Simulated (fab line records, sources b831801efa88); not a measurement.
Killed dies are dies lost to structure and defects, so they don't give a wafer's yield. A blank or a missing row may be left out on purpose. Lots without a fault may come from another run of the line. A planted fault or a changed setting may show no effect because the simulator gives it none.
fab line records | flow sky130
record lots=6 wafers=18 last_day=49
route steps=708 shown VIA4@645 METAL5@661 PASSIVATION@681 PAD_OPEN@708
lots that met no fault: from a run of the same line without faults
start_h: hours from the record's first day to the start of the lot's first wafer shown | wait_h: hours since the lot's step before | " the same as in the row above | L1.1+2: a row that stands for several wafers | - no value, or no start given | * or withheld: withheld | < > ~ a bound
route shown NAME@n: a module of which the file shows steps, and the number in the route of the first | usual: mean/standard deviation of fault-free wafers | same: alike in all rows | chamber/n: place in a boat | sites: the reading at each site | _std_site: their standard deviation | _edge_site: outer sites' mean less inner sites' | radius_mm: how far each site lies from the wafer's centre | mask NAME#n: copy n | behind: the tool/chamber that last shaped the wafer | hold: why the lot was held/for how many hours/how that ended | device: the transistor (n, p or np) that didn't switch | end of line: the same wafers' tests at the end of the route | a step without rows: its recipe alone | killed: dies lost to structure and defects at the first sort, not the wafer's yield | map: a wafer's dies, x killed, . not, _ none there
set.NAME: the setting as run; set.NAME@STEP: as run at that earlier step | model.NAME: the simulator's own value behind a step, which no gauge read
lots at some steps of the route; a table a step, a row a wafer
services: from which hour (start_h, from the record's first day; less than 0 if before it) a tool's chamber was out of use, for how many hours, and why
## steps
# step SKY_VIA4_COAT_06
# recipe resist=NOVOLAK spin_rpm=3000 resist_thk_nm=1140
# step SKY_VIA4_SOFTBAKE_07
# recipe temp_c=90 time_s=60 resist=NOVOLAK
# step SKY_VIA4_EXPOSE_08
# recipe mask_id=VIM4 na=0.6 source_shape=conventional sigma_outer=0.6 polarization=unpolarized target_cd_nm=800 dose_mj=132
# step SKY_VIA4_PEB_09
# recipe temp_c=withheld time_s=* resist=NOVOLAK
# step SKY_VIA4_DEVELOP_10
# recipe resist=NOVOLAK developer=TMAH develop_time_s=60 dev_temp_c=23
# step SKY_VIA4_OVL_MEAS_11
# usual VIA4_OVL=1.4/1.6
# columns lot.wafer tool chamber start_h wait_h VIA4_OVL[nm]
L177.1 overlay-01 - 1040.39 0.1 1.3
L177.2 " - " " 1.6
L177.3 " - " " 2.7
L179.2 overlay-02 - 1058.16 0.1 -0.3
L179.4 " - " " -1.3
L179.5 " - " " -0.8
L180.2 overlay-01 - 1063.41 0.1 3.0
L180.5 " - " " 0.1
L180.6 " - " " 1.5
L182.2 overlay-02 - 1066.75 0.1 3.5
L182.3 " - " " 3.7
L182.4 " - " " 3.3
L184.2 overlay-02 - 1077.86 0.1 -1.3
L184.4 " - " " 1.0
L184.5 " - " " 2.0
L192.1 overlay-01 - 1129.05 0.1 2.9
L192.4 " - " " 2.2
L192.5 " - " " 4.0
# step SKY_VIA4_ETCH_12
# recipe target=SiO2 chemistry=C4F8/O2/Ar stop_on=TiN mask_material=NOVOLAK source_w=1500 bias_w=1200 pressure_mtorr=40 c4f8_flow_sccm=withheld O2_flow_sccm=6 Ar_flow_sccm=300 time_s=withheld target_depth_a=5800
# step SKY_VIA4_STRIP_13
# recipe chemistry=O2/N2 power_w=1400 pressure_mtorr=1500 platen_temp_c=withheld o2_flow_sccm=3000 n2_flow_sccm=300 overash_fraction=0.5
# step SKY_VIA4_STRIP_14
# recipe chemistry=post_etch_residue_remover time_s=1200 temp_c=72.5
# step SKY_VIA4_CLEAN_15
# recipe chemistry=IPA time_s=180 temp_c=25
# step SKY_VIA4_CLEAN_16
# recipe chemistry=O3/DIW dry=n2_spin
# step SKY_VIA4_SPUTTER_17
# recipe material=TiN target_thk_nm=20 chamber_pressure_pa=5 power_w=4000 time_s=80
# usual throttle_valve_pct=29.9/1.3
# columns lot.wafer tool chamber start_h wait_h throttle_valve_pct
L177.1 pvd_sputter-03 - 1041.10 0.0 29.6
L177.2 " - " " 31.0
L177.3 " - " " 29.5
L179.2 pvd_sputter-03 - 1058.86 0.0 29.4
L179.4 " - " " 31.1
L179.5 " - " " 28.5
L180.2 pvd_sputter-04 - 1064.10 0.0 28.2
L180.5 " - " " 31.2
L180.6 " - " " 30.5
L182.2 pvd_sputter-01 - 1067.45 0.0 27.9
L182.3 " - " " 28.6
L182.4 " - " " 31.1
L184.2 pvd_sputter-01 - 1078.59 0.0 28.4
L184.4 " - " " 27.5
L184.5 " - " " 28.4
L192.1 pvd_sputter-03 - 1129.78 0.0 29.4
L192.4 " - " " 28.6
L192.5 " - " " 31.2
# step SKY_VIA4_CVD_18
# recipe material=W target_thk_nm=505 time_s=152.14 temp_c=400 pressure_torr=40
# usual heater_power_w=840/49 susceptor_temp_C=400.00/0.19
# columns lot.wafer tool chamber start_h wait_h heater_power_w susceptor_temp_C
L177.1 cvd_w-02 1 1041.16 0.0 859 400.12
L177.2 " 0 " " 779 400.09
L177.3 " 0 " " 757 400.33
L179.2 cvd_w-01 1 1058.92 0.0 877 400.16
L179.4 " 1 " " 875 399.99
L179.5 " 1 " " 864 399.84
L180.2 cvd_w-02 1 1064.16 0.0 847 400.09
L180.5 " 0 " " 756 400.23
L180.6 " 1 " " 871 400.03
L182.2 cvd_w-02 1 1067.51 0.0 877 400.10
L182.3 " 0 " " 737 399.87
L182.4 " 1 " " 894 399.64
L184.2 cvd_w-02 1 1078.65 0.0 878 400.06
L184.4 " 1 " " 879 400.01
L184.5 " 0 " " 766 400.24
L192.1 cvd_w-01 1 1129.85 0.0 877 400.27
L192.4 " 1 " " 882 400.14
L192.5 " 1 " " 873 399.83
# step SKY_VIA4_RS_MEAS_19
# recipe thk_meas_gauge=four-point-probe reads=W_of_VIA4_CVD_18+TiN_of_VIA4_SPUTTER_17
# usual VIA4_W_RS=0.2264/0.0023
# columns lot.wafer tool chamber start_h wait_h VIA4_W_RS[ohm/sq]
L177.1 film_metro-02 - 1041.31 0.1 0.2240
L177.2 " - " " 0.2242
L177.3 " - " " 0.2270
L179.2 film_metro-01 - 1059.10 0.1 0.2259
L179.4 " - " " 0.2253
L179.5 " - " " 0.2269
L180.2 film_metro-02 - 1064.34 0.1 0.2257
L180.5 " - " " 0.2286
L180.6 " - " " 0.2282
L182.2 film_metro-02 - 1067.69 0.1 0.2278
L182.3 " - " " 0.2280
L182.4 " - " " 0.2289
L184.2 film_metro-02 - 1078.82 0.1 0.2238
L184.4 " - " " 0.2256
L184.5 " - " " 0.2276
L192.1 film_metro-02 - 1130.00 0.1 0.2274
L192.4 " - " " 0.2291
L192.5 " - " " 0.2275
# step SKY_VIA4_THK_MEAS_20
# recipe thk_meas_gauge=xrf reads=W_of_VIA4_CVD_18
# usual VIA4_W_THK=509/6.1
# columns lot.wafer tool chamber start_h wait_h VIA4_W_THK[nm]
L177.1 film_metro-02 - 1041.43 0.1 514
L177.2 " - " " 518
L177.3 " - " " 508
L179.2 film_metro-01 - 1059.21 0.1 508
L179.4 " - " " 512
L179.5 " - " " 507
L180.2 film_metro-02 - 1064.45 0.1 516
L180.5 " - " " 505
L180.6 " - " " 510
L182.2 film_metro-02 - 1067.80 0.1 509
L182.3 " - " " 508
L182.4 " - " " 508
L184.2 film_metro-02 - 1078.93 0.1 519
L184.4 " - " " 514
L184.5 " - " " 508
L192.1 film_metro-02 - 1130.12 0.1 509
L192.4 " - " " 500
L192.5 " - " " 505
# step SKY_VIA4_CMP_21
# recipe stop_on=SiO2 t_overpolish_s=25 down_force_psi=3.5 platen_rpm=60 target_thk_nm=0 pad_velocity_m_s=0.94248
# step SKY_METAL5_SPUTTER_00
# recipe material=Ti target_thk_nm=15 power_w=3000 time_s=10 chamber_pressure_pa=0.4
# usual throttle_valve_pct=29.9/1.4
# columns lot.wafer tool chamber start_h wait_h throttle_valve_pct
L177.1 pvd_sputter-02 - 1041.79 0.1 31.7
L177.2 " - " " 30.3
L177.3 " - " " 30.1
L179.2 pvd_sputter-02 - 1059.56 0.2 30.4
L179.4 " - " " 31.3
L179.5 " - " " 31.5
L180.2 pvd_sputter-02 - 1064.80 0.1 29.7
L180.5 " - " " 30.4
L180.6 " - " " 30.1
L182.2 pvd_sputter-01 - 1068.53 0.2 30.4
L182.3 " - " " 31.2
L182.4 " - " " 27.8
L184.2 pvd_sputter-01 - 1086.31 0.1 28.5
L184.4 " - " " 27.9
L184.5 " - " " 30.4
L192.1 pvd_sputter-04 - 1130.73 0.2 30.6
L192.4 " - " " 31.2
L192.5 " - " " 31.1
# step SKY_METAL5_SPUTTER_01
# recipe material=TiN target_thk_nm=20 power_w=6500 time_s=16.7 chamber_pressure_pa=0.4
# step SKY_METAL5_SPUTTER_02
# recipe material=AlCu target_thk_nm=1150 power_w=10600 time_s=61.2 chamber_pressure_pa=0.4
# step SKY_METAL5_SPUTTER_03
# recipe material=Ti target_thk_nm=5 power_w=3000 time_s=3.3 chamber_pressure_pa=0.4
# usual throttle_valve_pct=29.9/1.4
# columns lot.wafer tool chamber start_h wait_h throttle_valve_pct
L177.1 pvd_sputter-02 - 1041.89 0.0 31.5
L177.2 " - " " 30.6
L177.3 " - " " 30.0
L179.2 pvd_sputter-02 - 1059.65 0.0 30.1
L179.4 " - " " 31.5
L179.5 " - " " 31.2
L180.2 pvd_sputter-02 - 1064.89 0.0 30.0
L180.5 " - " " 30.5
L180.6 " - " " 29.8
L182.2 pvd_sputter-01 - 1068.63 0.0 30.3
L182.3 " - " " 31.1
L182.4 " - " " 28.0
L184.2 pvd_sputter-01 - 1086.41 0.0 28.2
L184.4 " - " " 27.9
L184.5 " - " " 30.0
L192.1 pvd_sputter-04 - 1130.83 0.0 30.7
L192.4 " - " " 31.2
L192.5 " - " " 31.2
# step SKY_METAL5_SPUTTER_04
# recipe material=TiN target_thk_nm=70 power_w=6500 time_s=58.3 chamber_pressure_pa=0.4
# usual throttle_valve_pct=29.9/1.4
# columns lot.wafer tool chamber start_h wait_h throttle_valve_pct
L177.1 pvd_sputter-02 - 1041.91 0.0 31.4
L177.2 " - " " 30.4
L177.3 " - " " 30.3
L179.2 pvd_sputter-02 - 1059.67 0.0 30.7
L179.4 " - " " 31.5
L179.5 " - " " 31.7
L180.2 pvd_sputter-02 - 1064.91 0.0 30.0
L180.5 " - " " 30.4
L180.6 " - " " 29.9
L182.2 pvd_sputter-01 - 1068.65 0.0 30.4
L182.3 " - " " 31.2
L182.4 " - " " 28.1
L184.2 pvd_sputter-01 - 1086.42 0.0 28.3
L184.4 " - " " 28.0
L184.5 " - " " 30.1
L192.1 pvd_sputter-04 - 1130.85 0.0 30.5
L192.4 " - " " 31.1
L192.5 " - " " 30.8
# step SKY_METAL5_RS_MEAS_05
# recipe thk_meas_gauge=four-point-probe reads=TiN_of_METAL5_SPUTTER_04+Ti_of_METAL5_SPUTTER_03+AlCu_of_METAL5_SPUTTER_02+TiN_of_METAL5_SPUTTER_01+Ti_of_METAL5_SPUTTER_00
# usual METAL5_ALCU_RS=0.02712/0.00026
# columns lot.wafer tool chamber start_h wait_h METAL5_ALCU_RS[ohm/sq]
L177.1 film_metro-03 - 1041.96 0.0 0.02712
L177.2 " - " " 0.02721
L177.3 " - " " 0.02772
L179.2 film_metro-02 - 1059.74 0.0 0.0272
L179.4 " - " " 0.02724
L179.5 " - " " 0.02693
L180.2 film_metro-02 - 1064.98 0.0 0.02708
L180.5 " - " " 0.02709
L180.6 " - " " 0.02728
L182.2 film_metro-02 - 1068.71 0.0 0.02714
L182.3 " - " " 0.02659
L182.4 " - " " 0.02681
L184.2 film_metro-02 - 1086.49 0.0 0.02703
L184.4 " - " " 0.02697
L184.5 " - " " 0.02735
L192.1 film_metro-03 - 1130.89 0.0 0.02695
L192.4 " - " " 0.02701
L192.5 " - " " 0.027
# step SKY_METAL5_THK_MEAS_06
# recipe thk_meas_gauge=xrf reads=AlCu_of_METAL5_SPUTTER_02
# usual METAL5_ALCU_THK=1116/12
# columns lot.wafer tool chamber start_h wait_h METAL5_ALCU_THK[nm]
L177.1 film_metro-03 - 1042.08 0.1 1114
L177.2 " - " " 1117
L177.3 " - " " 1090
L179.2 film_metro-02 - 1059.85 0.1 1115
L179.4 " - " " 1113
L179.5 " - " " 1127
L180.2 film_metro-02 - 1065.09 0.1 1116
L180.5 " - " " 1118
L180.6 " - " " 1114
L182.2 film_metro-02 - 1068.82 0.1 1115
L182.3 " - " " 1135
L182.4 " - " " 1124
L184.2 film_metro-02 - 1086.60 0.1 1121
L184.4 " - " " 1122
L184.5 " - " " 1113
L192.1 film_metro-03 - 1131.01 0.1 1116
L192.4 " - " " 1110
L192.5 " - " " 1115
# step SKY_METAL5_DEHYDRATE_07
# recipe temp_c=200 time_s=60
# step SKY_METAL5_HMDS_08
# recipe prime_time_s=60 prime_temp_c=120
# step SKY_METAL5_COAT_09
# recipe resist=NOVOLAK spin_rpm=3000 resist_thk_nm=1800
# step SKY_METAL5_SOFTBAKE_10
# recipe temp_c=90 time_s=60 resist=NOVOLAK
# step SKY_METAL5_EXPOSE_11
# recipe mask_id=MM5 na=0.6 source_shape=conventional sigma_outer=0.6 polarization=unpolarized target_cd_nm=1600 dose_mj=190
# step SKY_METAL5_PEB_12
# recipe temp_c=withheld time_s=* resist=NOVOLAK
# step SKY_METAL5_DEVELOP_13
# recipe resist=NOVOLAK developer=TMAH develop_time_s=60 dev_temp_c=23
# step SKY_METAL5_DESCUM_14
# recipe chemistry=O2 source_power_w=150 bias_power_w=0 pressure_mtorr=10 temp_c=40 time_s=11
# step SKY_METAL5_METAL_ETCH_15
# recipe target_depth_a=12600 stop_on=SiO2 over_etch_frac=0.2 time_s=252 chemistry=Cl2/BCl3 resist_sidewall_deg=86 pressure_mtorr=10 icp_w=900 bias_w=48.5 Cl2_flow_sccm=60 bcl3_flow_sccm=30
# usual drypump_motor_current_A=5.79/0.27 oes_product_au=0.895/0.0046 throttle_valve_pct=22.265/0.0088
# columns lot.wafer tool chamber start_h wait_h drypump_motor_current_A oes_product_au rf_hours_counter_h throttle_valve_pct
L177.1 rie_metal-04 1 1063.67 0.0 6.14 0.899 14 22.261
L177.2 " 0 " " 5.86 0.898 21 22.268
L177.3 " 1 " " 6.15 0.889 - 22.240
L179.2 rie_metal-02 1 1081.58 0.0 5.58 0.886 18 22.250
L179.4 " 0 " " 5.57 0.891 - 22.268
L179.5 " 0 " " 5.59 0.901 - 22.274
L180.2 rie_metal-02 0 1085.07 0.0 5.54 0.892 8 22.268
L180.5 " 1 " " 5.57 0.890 - 22.264
L180.6 " 0 " " 5.57 0.896 - 22.258
L182.2 rie_metal-04 0 1087.03 0.0 5.89 0.898 23 22.266
L182.3 " 1 " " 6.18 0.896 - 22.260
L182.4 " 0 " " 5.93 0.892 - 22.265
L184.2 rie_metal-03 1 1103.93 0.0 5.65 0.892 3 22.277
L184.4 " 1 " " 5.64 0.894 - 22.266
L184.5 " 1 " " 5.62 0.906 - 22.265
L192.1 rie_metal-02 1 1148.92 0.0 5.54 0.894 24 22.260
L192.4 " 0 " " 5.62 0.890 - 22.267
L192.5 " 1 " " 5.55 0.899 - 22.265
# step SKY_METAL5_STRIP_16
# recipe chemistry=O2/N2 power_w=1400 pressure_mtorr=1500 platen_temp_c=withheld o2_flow_sccm=3000 n2_flow_sccm=300 overash_fraction=0.5
# step SKY_METAL5_STRIP_17
# recipe chemistry=post_etch_residue_remover time_s=1200 temp_c=72.5
# step SKY_METAL5_CLEAN_18
# recipe chemistry=IPA time_s=180 temp_c=25
# step SKY_METAL5_CLEAN_19
# recipe chemistry=O3/DIW dry=n2_spin
# step SKY_PASSIVATION_CVD_00
# recipe material=SiO2 target_thk_nm=90 temp_c=400 time_s=withheld rf_w=600
# step SKY_PASSIVATION_THK_MEAS_01
# recipe reads=SiO2_of_PASSIVATION_CVD_00
# usual PASSIVATION_CVD_00_THK=90.4/1.2
# columns lot.wafer tool chamber start_h wait_h PASSIVATION_CVD_00_THK[nm]
L177.1 film_metro-03 - 1064.52 - 90.0
L177.2 " - " " 89.4
L177.3 " - " " 91.2
L179.2 film_metro-04 - 1082.44 - 91.4
L179.4 " - " " 92.5
L179.5 " - " " 92.7
L180.2 film_metro-03 - 1085.93 - 89.5
L180.5 " - " " 91.4
L180.6 " - " " 90.4
L182.2 film_metro-03 - 1088.01 - 88.4
L182.3 " - " " 88.2
L182.4 " - " " 89.3
L184.2 film_metro-04 - 1104.79 - 88.6
L184.4 " - " " 90.7
L184.5 " - " " 90.9
L192.1 film_metro-01 - 1149.81 - 89.3
L192.4 " - " " 91.6
L192.5 " - " " 91.0
# step SKY_PASSIVATION_CVD_02
# recipe material=Si3N4 target_thk_nm=540 temp_c=400 time_s=withheld rf_w=450
# step SKY_PASSIVATION_THK_MEAS_03
# recipe reads=Si3N4_of_PASSIVATION_CVD_02
# usual PASSIVATION_CVD_02_THK=539/8.4
# columns lot.wafer tool chamber start_h wait_h PASSIVATION_CVD_02_THK[nm]
L177.1 film_metro-03 - 1064.80 - 543
L177.2 " - " " 548
L177.3 " - " " 541
L179.2 film_metro-03 - 1082.72 - 536
L179.4 " - " " 539
L179.5 " - " " 538
L180.2 film_metro-04 - 1086.21 - 529
L180.5 " - " " 540
L180.6 " - " " 544
L182.2 film_metro-03 - 1088.30 - 539
L182.3 " - " " 544
L182.4 " - " " 552
L184.2 film_metro-04 - 1105.07 - 545
L184.4 " - " " 545
L184.5 " - " " 551
L192.1 film_metro-01 - 1150.21 - 527
L192.4 " - " " 536
L192.5 " - " " 534
# step SKY_PASSIVATION_DEHYDRATE_04
# recipe temp_c=200 time_s=60
# step SKY_PASSIVATION_HMDS_05
# recipe prime_time_s=60 prime_temp_c=120
# step SKY_PAD_OPEN_PROBE_99
# usual defect_limited_yield=82.5/1.8 killed_at_M0_to_M3=44/7.1 killed_at_M4_up=3.0/1.9 killed_at_contacts=25/5.6 killed_at_front_end=14/4.1 killed_at_other=0.2/0.44 killed_dies=86/9.1 killed_open=47/7.4 killed_short=39/5.7 sort_bin_3_pad_short=0.9/0.37 sort_bin_5_function=10.3/1.6 sort_bin_6_memory=6.3/1.1 sort_n_pass=406/9.1 sort_yield_pct=82.5/1.8
# same gross_dies=492 killed_at_back_side=0 sort_bin_4_leakage[%]=0 sort_bin_8_speed[%]=0
# columns lot.wafer tool chamber start_h wait_h defect_limited_yield[%] killed_at_M0_to_M3 killed_at_M4_up killed_at_contacts killed_at_front_end killed_at_other killed_dies killed_open killed_short sort_bin_3_pad_short[%] sort_bin_5_function[%] sort_bin_6_memory[%] sort_n_pass sort_yield_pct[%] model.etest.tester.sort_n_pass model.etest.tester.sort_yield_pct model.etest.tester.sort_bin_5_pct model.etest.tester.sort_bin_3_pct
L177.1 prober-02 - 1103.59 0.1 83.7 46 2 22 9 1 80 43 37 0.8 9.1 6.3 412 83.7 412 83.74 9.146 0.813
L177.2 prober-02 - 1103.64 0.1 85.0 35 7 20 12 0 74 38 36 0.4 10.0 4.7 418 85.0 418 84.96 9.959 0.4065
L177.3 prober-02 - 1103.69 0.2 82.7 40 5 26 14 0 85 49 36 0.6 11.8 4.9 407 82.7 407 82.72 11.79 0.6098
L179.2 prober-02 - 1119.40 0.1 82.1 48 4 24 11 1 88 53 35 0.6 10.2 7.1 404 82.1 404 82.11 10.16 0.6098
L179.4 prober-02 - 1119.50 0.2 82.5 38 3 33 12 0 86 46 40 1.0 10.6 5.9 406 82.5 406 82.52 10.57 1.016
L179.5 prober-02 - 1119.55 0.2 83.9 45 7 21 6 0 79 35 44 1.2 8.7 6.1 413 83.9 413 83.94 8.74 1.22
L180.2 prober-02 - 1124.51 0.1 79.5 53 3 28 16 1 101 60 41 1.2 13.0 6.3 391 79.5 391 79.47 13.01 1.22
L180.5 prober-02 - 1124.66 0.2 82.7 44 1 26 12 2 85 48 37 0.2 11.0 6.1 407 82.7 407 82.72 10.98 0.2033
L180.6 prober-02 - 1124.71 0.2 83.7 44 2 22 12 0 80 44 36 1.4 9.3 5.5 412 83.7 412 83.74 9.35 1.423
L182.2 prober-02 - 1129.03 0.1 76.6 27 59 18 11 0 115 31 27 3.3 14.8 5.3 377 76.6 377 76.63 14.84 3.252
L182.3 prober-02 - 1129.08 0.2 81.9 46 5 27 11 0 89 55 34 0.2 11.2 6.7 403 81.9 403 81.91 11.18 0.2033
L182.4 prober-02 - 1129.13 0.2 72.4 42 62 19 13 0 136 49 28 3.0 17.1 7.5 356 72.4 356 72.36 17.07 3.049
L184.2 prober-02 - 1143.25 0.1 70.7 44 66 24 10 0 144 39 41 2.6 19.1 7.5 348 70.7 348 70.73 19.11 2.642
L184.4 prober-02 - 1143.35 0.2 72.2 44 61 29 2 1 137 41 38 3.7 17.7 6.5 355 72.2 355 72.15 17.68 3.659
L184.5 prober-02 - 1143.40 0.2 81.5 46 2 28 15 0 91 51 40 1.0 9.1 8.3 401 81.5 401 81.5 9.146 1.016
L192.1 prober-01 - 1184.05 0.1 81.9 48 5 24 12 0 89 46 43 0.8 12.4 4.9 403 81.9 403 81.91 12.4 0.813
L192.4 prober-01 - 1184.20 0.2 80.9 47 4 29 14 0 94 63 31 0.6 11.0 7.5 398 80.9 398 80.89 10.98 0.6098
L192.5 prober-01 - 1184.25 0.2 83.9 39 0 31 9 0 79 47 32 0.6 11.0 4.5 413 83.9 413 83.94 10.98 0.6098
# killed by level:class
L177.1 VIA1:geometric_particle:open=9 VIA2:geometric_particle:open=8 LI_CONTACT:geometric_particle:open=7 CONTACT:geometric_particle:open=5 METAL2:geometric_particle:short=5 LOCAL_INTERCONNECT:geometric_particle:short=4 METAL3:geometric_particle:short=4 METAL1:geometric_particle:short=4
L177.2 CONTACT:geometric_particle:open=9 VIA1:geometric_particle:open=8 METAL1:geometric_particle:short=7 METAL4:geometric_particle:short=6 VIA2:geometric_particle:open=5 VIA3:geometric_particle:open=5 POLY_GATE:geometric_particle:open=4 LI_CONTACT:geometric_particle:open=4
L177.3 VIA1:geometric_particle:open=13 LI_CONTACT:geometric_particle:open=9 CONTACT:geometric_particle:open=8 VIA3:geometric_particle:short=6 VIA3:geometric_particle:open=5 FIELD_ISO:geometric_particle:short=4 POLY_GATE:geometric_particle:open=4 LI_CONTACT:geometric_particle:short=4
L179.2 VIA1:geometric_particle:open=14 CONTACT:geometric_particle:open=9 LI_CONTACT:geometric_particle:open=8 VIA3:geometric_particle:open=7 METAL1:geometric_particle:short=6 VIA1:geometric_particle:short=5 VIA3:geometric_particle:short=4 METAL2:geometric_particle:open=4
L179.4 LI_CONTACT:geometric_particle:open=10 CONTACT:geometric_particle:open=9 METAL2:geometric_particle:short=8 LOCAL_INTERCONNECT:geometric_particle:short=7 VIA2:geometric_particle:open=7 CONTACT:geometric_particle:short=6 VIA1:geometric_particle:open=6 VIA1:geometric_particle:short=4
L179.5 VIA1:geometric_particle:open=7 VIA1:geometric_particle:short=7 METAL2:geometric_particle:short=7 METAL4:geometric_particle:short=7 CONTACT:geometric_particle:open=6 LI_CONTACT:geometric_particle:open=5 VIA2:geometric_particle:open=5 VIA3:geometric_particle:open=5
L180.2 CONTACT:geometric_particle:open=14 VIA1:geometric_particle:open=13 VIA2:geometric_particle:open=10 CONTACT:geometric_particle:short=8 METAL1:geometric_particle:short=7 VIA3:geometric_particle:open=7 FIELD_ISO:geometric_particle:open=6 METAL2:geometric_particle:short=5
L180.5 VIA1:geometric_particle:open=10 LI_CONTACT:geometric_particle:open=9 METAL2:geometric_particle:short=8 VIA2:geometric_particle:open=7 CONTACT:geometric_particle:open=6 CONTACT:geometric_particle:short=6 VIA3:geometric_particle:open=5 VIA1:geometric_particle:short=4
L180.6 LI_CONTACT:geometric_particle:open=10 VIA2:geometric_particle:open=9 VIA1:geometric_particle:open=8 CONTACT:geometric_particle:open=6 VIA1:geometric_particle:short=6 METAL3:geometric_particle:short=5 FIELD_ISO:geometric_particle:short=4 CONTACT:geometric_particle:short=4
L182.2 VIA4:unspecified=57 CONTACT:geometric_particle:open=6 VIA1:geometric_particle:open=6 FIELD_ISO:geometric_particle:short=5 VIA2:geometric_particle:open=5 VIA3:geometric_particle:open=5 LI_CONTACT:geometric_particle:open=4 LOCAL_INTERCONNECT:geometric_particle:short=4
L182.3 VIA1:geometric_particle:open=13 LI_CONTACT:geometric_particle:open=10 CONTACT:geometric_particle:open=9 VIA2:geometric_particle:open=8 VIA3:geometric_particle:open=7 METAL1:geometric_particle:short=6 POLY_GATE:geometric_particle:open=4 LOCAL_INTERCONNECT:geometric_particle:short=4
L182.4 VIA4:unspecified=59 VIA1:geometric_particle:open=9 LI_CONTACT:geometric_particle:open=8 VIA3:geometric_particle:open=8 CONTACT:geometric_particle:open=6 METAL2:geometric_particle:short=5 VIA2:geometric_particle:open=5 VIA3:geometric_particle:short=4
L184.2 VIA4:unspecified=64 CONTACT:geometric_particle:open=9 VIA3:geometric_particle:open=8 LI_CONTACT:geometric_particle:open=6 CONTACT:geometric_particle:short=5 VIA1:geometric_particle:short=5 VIA1:geometric_particle:open=5 VIA2:geometric_particle:open=5
L184.4 VIA4:unspecified=58 LI_CONTACT:geometric_particle:open=10 CONTACT:geometric_particle:open=8 VIA3:geometric_particle:open=8 METAL2:geometric_particle:short=6 VIA1:geometric_particle:open=6 VIA2:geometric_particle:short=5 LOCAL_INTERCONNECT:geometric_particle:short=5
L184.5 VIA1:geometric_particle:open=14 CONTACT:geometric_particle:open=9 VIA2:geometric_particle:open=8 CONTACT:geometric_particle:short=7 FIELD_ISO:geometric_particle:open=5 LI_CONTACT:geometric_particle:open=5 VIA1:geometric_particle:short=5 FIELD_ISO:geometric_particle:short=4
L192.1 VIA1:geometric_particle:open=10 CONTACT:geometric_particle:open=9 CONTACT:geometric_particle:short=7 VIA1:geometric_particle:short=7 VIA2:geometric_particle:open=7 METAL1:geometric_particle:short=6 VIA3:geometric_particle:open=6 FIELD_ISO:geometric_particle:open=5
L192.4 VIA1:geometric_particle:open=13 CONTACT:geometric_particle:open=12 LI_CONTACT:geometric_particle:open=9 VIA2:geometric_particle:open=7 POLY_GATE:geometric_particle:open=5 VIA3:geometric_particle:open=5 VIA1:geometric_particle:short=5 METAL2:geometric_particle:short=5
L192.5 VIA1:geometric_particle:open=11 CONTACT:geometric_particle:open=10 CONTACT:geometric_particle:short=9 LI_CONTACT:geometric_particle:open=7 VIA3:geometric_particle:open=6 VIA2:geometric_particle:open=5 FIELD_ISO:geometric_particle:short=4 VIA1:geometric_particle:short=4
# map L182.4 (x killed, . not)
__________.......x.._________
________...x.......x.._______
______................x._____
_____x...x.........x.xx..____
____..x....x......xxx.....___
___...x.......x..xxx.x....x__
__..x...........xxxxxxx..x.x_
_xx...........xxxxxxxxx....x.
_...x.xx..x..xxxxxxxxxx....x.
_............x.xxxxxxxxx....x
_x.....x......xxxxxxxx.......
_....x..x......xxxxxx.x......
_x.............x.xxxxx.x.x..x
_x.x........x.........xx...xx
_..x...................x.....
__...........x...x.x.....xx._
___......x..x.....x...x..x.__
____..x....x.x.x......xxxx___
_____x...x.....x...x.....____
______.........x........_____
________xxxx.......x.._______
__________.........x_________
# map L184.2 (x killed, . not)
__________.x....x..._________
________..........x..._______
______.x..............x._____
_____x..............x.x.x____
____.x....xx..x.xx..x.....___
___.x.........xxxxxxx......__
__.x.x..x.x....x.xxxx..xxx.._
_x......x..x.x.xxxxxxxxx.xx..
_...xx.....x..xxxxxxxxx......
_............xxxxxxxxxx....xx
_.......x..x.x.xxxxxxxx......
_x.......xxxxx.xxxxxxx.......
_......x.x.xx.x.xxx..xx..x...
_.x........xx.x.x..x..x......
_.x...x.x....................
__.......x...........x...x.x_
___..xxx.x......xx...x.x...__
____x.......x..x.........x___
_____........x...........____
______x.x.x..x.........._____
________......x......._______
__________.x......x._________
## services
# columns tool chamber start_h hours kind
pvd_sputter-01 - 1017.12 0.7 repair
pvd_sputter-04 - 1019.67 1.4 repair
rie_metal-04 0 1019.72 12.8 repair
pvd_sputter-04 - 1024.70 1.5 repair
pvd_sputter-01 - 1035.62 8.8 repair
pvd_sputter-03 - 1047.86 0.5 repair
pvd_sputter-04 2 1048.34 - consumable_replace:kit
pvd_sputter-04 2 1048.34 18.0 scheduled_down
pvd_sputter-04 2 1048.34 18.0 vent_cycle
cvd_w-02 - 1087.43 6.0 pm
pvd_sputter-03 - 1089.36 5.4 repair
pvd_sputter-04 - 1100.43 1.4 repair
pvd_sputter-03 0 1101.08 - consumable_replace:kit
pvd_sputter-01 2 1111.44 - consumable_replace:kit
pvd_sputter-01 2 1111.44 18.0 scheduled_down
pvd_sputter-01 2 1111.44 18.0 vent_cycle
pvd_sputter-02 2 1113.35 - consumable_replace:kit
pvd_sputter-02 2 1113.35 18.0 scheduled_down
pvd_sputter-02 2 1113.35 18.0 vent_cycle
rie_metal-03 0 1139.89 11.8 repair
rie_metal-02 - 1141.08 0.5 repair
cvd_w-02 - 1142.66 3.8 pm
pvd_sputter-02 - 1143.27 4.0 repair
rie_metal-03 1 1146.76 3.4 repair
## key
first_sign step=SKY_PAD_OPEN_PROBE_99 reading=killed_at_M4_up direction=up sigmas=32 usual=3.0 struck=62
effect step=SKY_PAD_OPEN_PROBE_99 reading=sort_bin_3_pad_short direction=up sigmas=6 usual=0.9 struck=3.2
model_effect step=SKY_PAD_OPEN_PROBE_99 value=etest.tester.sort_n_pass without=411 struck=359
met_at SKY_VIA4_CVD_18
struck_wafers L182.2,L182.4,L184.2,L184.4
onset_between 1064.16 1067.51
fault kind=chamber_particle_source tool=cvd_w-02 chamber=1 onset_h=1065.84 steps=SKY_VIA4_CVD_18 rate_per_visit_cm2=1.0499 end_h=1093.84
